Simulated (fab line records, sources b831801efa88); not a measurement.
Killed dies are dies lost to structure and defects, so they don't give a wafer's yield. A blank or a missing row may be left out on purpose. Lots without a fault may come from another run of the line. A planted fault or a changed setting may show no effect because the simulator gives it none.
Problem report in the 8D (eight disciplines) form, filled by code | flow sky130 | the parts of the form that need people (team, actions taken, sign-off) are left out

1. THE PROBLEM
chamber_pressure_pa at SKY_METAL3_SPUTTER_01 reads a mean of 0.5528 Pa on 6 wafers of 2 lots; wafers without a fault read 0.4000 Pa with a standard deviation of 0.00075. That is +99 or more standard deviations from the usual mean.
The step: material TiN, target thk 20 nm, time 16.7 s.
First seen on wafer L674.1, day 40 06:53, on pvd_sputter-01. The record holds 18 wafers of 6 lots with a number at this step. Rule for "out", or "out of limits": more than 4 standard deviations from the usual mean. The other wafers with a number count as sound.

2. WHAT IT IS AND WHAT IT IS NOT
question                    | is                     | is not
which readings at this step | chamber_pressure_pa    | -
which lots                  | L674, L675             | L661, L666, L683, L684
which wafers of those lots  | all that have a number | -
read on which tools         | pvd_sputter-01         | pvd_sputter-03, pvd_sputter-04
when                        | from day 40 06:53      | up to then (6 sound wafers); but 6 sound wafers of L683, L684 came after

3. SUSPECTS, AND WHAT RULES EACH OUT
Counting: a tool at a process step up to the reading stays a suspect if it ran every lot that is out and no sound lot after the first of them.
- rie_diel-04 at SKY_VIA2_ETCH_14 (etches BARC in N2/H2, stops on SiO2, time 45.9 s, target depth 60 nm): ruled out as a lasting fault. Sound lots L684 ran on it after its first lot that is out, L674 (day 40 05:10).
- rie_diel-04 at SKY_VIA2_ETCH_15 (etches SiO2 in C4F8/O2/Ar, stops on TiN, target depth 546 nm, time 84 s): ruled out as a lasting fault. Sound lots L684 ran on it after its first lot that is out, L674 (day 40 05:13).
- plasma_asher-01 at SKY_VIA2_STRIP_16 (strips in O2/N2): ruled out as a lasting fault. Sound lots L683 ran on it after its first lot that is out, L674 (day 40 05:16).
- cmp-02 at SKY_VIA2_CMP_24 (polishes, stops on SiO2, t overpolish 20 s, target thk 0 nm): ruled out as a lasting fault. Sound lots L684 ran on it after its first lot that is out, L674 (day 40 06:34).
- pvd_sputter-01 at SKY_METAL3_SPUTTER_01 (material TiN, target thk 20 nm, time 16.7 s): kept. It ran every lot that is out, first L674 (day 40 06:53), and no sound lot after that; its last sound lot up to then is L666 (day 37 15:35). Its own readings are out on those wafers: chamber_pressure_pa.
Left after counting: pvd_sputter-01 at SKY_METAL3_SPUTTER_01.

4. THE CAUSE (what the simulator had put in)
Process parameter drift: pvd_sputter-01, from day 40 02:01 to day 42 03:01, at SKY_METAL3_SPUTTER_01. Setting chamber_pressure_pa, moved by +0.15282, from 0.4. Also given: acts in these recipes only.
Counting left only this tool.

5. THE CHAIN OF EFFECTS, in route order
Each row: a reading whose mean over the struck wafers that have a number lies more than 3 standard deviations from the usual. Only readings for which the record gives a usual standard deviation are gone through. hours: the time from each lot's start at the first step in this table that gives one to its start at this step, as a median over the lots. sigmas: the change in usual standard deviations.
hours | step                  | reading             | usual     | on struck wafers | change  | sigmas
0     | SKY_METAL3_SPUTTER_01 | chamber_pressure_pa | 0.4000 Pa | 0.5528           | +0.1528 | +99 or more
0     | SKY_METAL3_SPUTTER_01 | throttle_valve_pct  | 29.8 %    | 25.1             | -4.8    | -4.3
The process steps in it:
- SKY_METAL3_SPUTTER_01: material TiN, target thk 20 nm, time 16.7 s.

6. WHAT WOULD HAVE CAUGHT IT SOONER
In this record the first reading out of limits was taken at day 40 06:53, 5 hours after the fault began at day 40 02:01.
